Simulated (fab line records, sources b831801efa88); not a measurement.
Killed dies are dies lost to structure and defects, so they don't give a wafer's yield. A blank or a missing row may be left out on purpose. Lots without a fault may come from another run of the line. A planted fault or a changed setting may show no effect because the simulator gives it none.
A struck lot beside a sound one | flow sky130 | 14 steps out of a route of 708
Sound: wafers L106.1, L106.5, L106.6. Struck: wafers L997.2, L997.3, L997.4. The cause comes at the end.
At each step with rows: each side's tool, then ch and its chambers, then its first start. Under that, the readings that differ: sound wafers | struck wafers | difference of the means | sigmas: that difference in standard deviations of wafers without a fault.
alike: readings whose means differ by less than 2 such deviations, and words and numbers that are the same on both sides. not compared: withheld readings, readings that some wafer has no value for, bounds like >300 that may hide the same value, and numbers for which the record gives no deviation and whose values overlap.
The two part at a step that has a row with sigmas, a row that says differs or no value, or rows on one side only. Numbers that don't overlap but have no deviation are shown without sigmas and don't part them. A reading that every wafer of one side lacks parts them only if that side has two wafers or more.

SKY_LI_CONTACT_CVD_21: deposits W, target thk 400 nm, time 120.56 s.
  sound on cvd_w-01 ch 0,1, day 35 16:40; struck on cvd_w-01 ch 0,1, day 33 00:47
  alike: heater_power_w, susceptor_temp_C
SKY_LI_CONTACT_RS_MEAS_22: measures by four-point-probe.
  sound on film_metro-01, day 35 16:48; struck on film_metro-02, day 33 00:56
  alike: LI_CONTACT_W_RS
SKY_LI_CONTACT_THK_MEAS_23: measures by xrf.
  sound on film_metro-01, day 35 16:55; struck on film_metro-02, day 33 01:02
  alike: LI_CONTACT_W_THK
SKY_LI_CONTACT_CMP_24: polishes, stops on PSG, t overpolish 20 s, target thk 0 nm.
  sound on cmp-02 ch 0,1,3, day 35 17:05; struck on cmp-01 ch 0,2,3, day 33 01:05
  reading                | sound    | struck   | difference | sigmas
  time_to_endpoint_s (s) | 94 94 95 | 89 88 86 | -7         | -2
  alike: head_pressure_psi, motor_current_A, overpolish_run_s
SKY_LOCAL_INTERCONNECT_SPUTTER_00: material TiN, target thk 100 nm, time 83.3 s.
  sound on pvd_sputter-04, day 35 17:17; struck on pvd_sputter-02, day 33 01:23
  alike: cathode_dc_power_W, susceptor_temp_C, throttle_valve_pct
SKY_LOCAL_INTERCONNECT_RS_MEAS_01: measures by four-point-probe.
  sound on film_metro-03, day 35 17:20; struck on film_metro-04, day 33 01:28
  reading                            | sound             | struck            | difference | sigmas
  LOCAL_INTERCONNECT_TIN_RS (ohm/sq) | 13.87 13.82 13.89 | 14.12 14.32 14.35 | +0.40      | +3
SKY_LOCAL_INTERCONNECT_THK_MEAS_02: measures by xrf.
  sound on film_metro-03, day 35 17:28; struck on film_metro-04, day 33 01:35
  reading                         | sound             | struck          | difference | sigmas
  LOCAL_INTERCONNECT_TIN_THK (nm) | 103.0 103.0 102.7 | 101.4 99.6 99.5 | -2.7       | -2
then, 5 steps without rows for these wafers: SKY_LOCAL_INTERCONNECT_DEHYDRATE_03 (time 60 s); SKY_LOCAL_INTERCONNECT_HMDS_04 (prime time 60 s); SKY_LOCAL_INTERCONNECT_COAT_05 (resist thk 60 nm); SKY_LOCAL_INTERCONNECT_COAT_06 (resist thk 455.2 nm); SKY_LOCAL_INTERCONNECT_SOFTBAKE_07 (time 90 s).
SKY_LOCAL_INTERCONNECT_EXPOSE_08: exposes mask LI1M, target cd 170 nm.
  sound on krf_scanner-02 ch 0, day 36 07:13; struck on krf_scanner-02, day 33 14:59
  no value came back on the struck wafers for exposure_dose_mJ_cm2, focus_offset_nm (nm), stage_vel_mm_s (mm/s); on the sound wafers exposure_dose_mJ_cm2 reads 28.028 28.019 28.016
  alike: mask
then, 1 step without rows for these wafers: SKY_LOCAL_INTERCONNECT_PEB_09.

WHERE THEY PART
First at SKY_LI_CONTACT_CMP_24; last, within this record, at SKY_LOCAL_INTERCONNECT_EXPOSE_08.

WHY: what the simulator had put in
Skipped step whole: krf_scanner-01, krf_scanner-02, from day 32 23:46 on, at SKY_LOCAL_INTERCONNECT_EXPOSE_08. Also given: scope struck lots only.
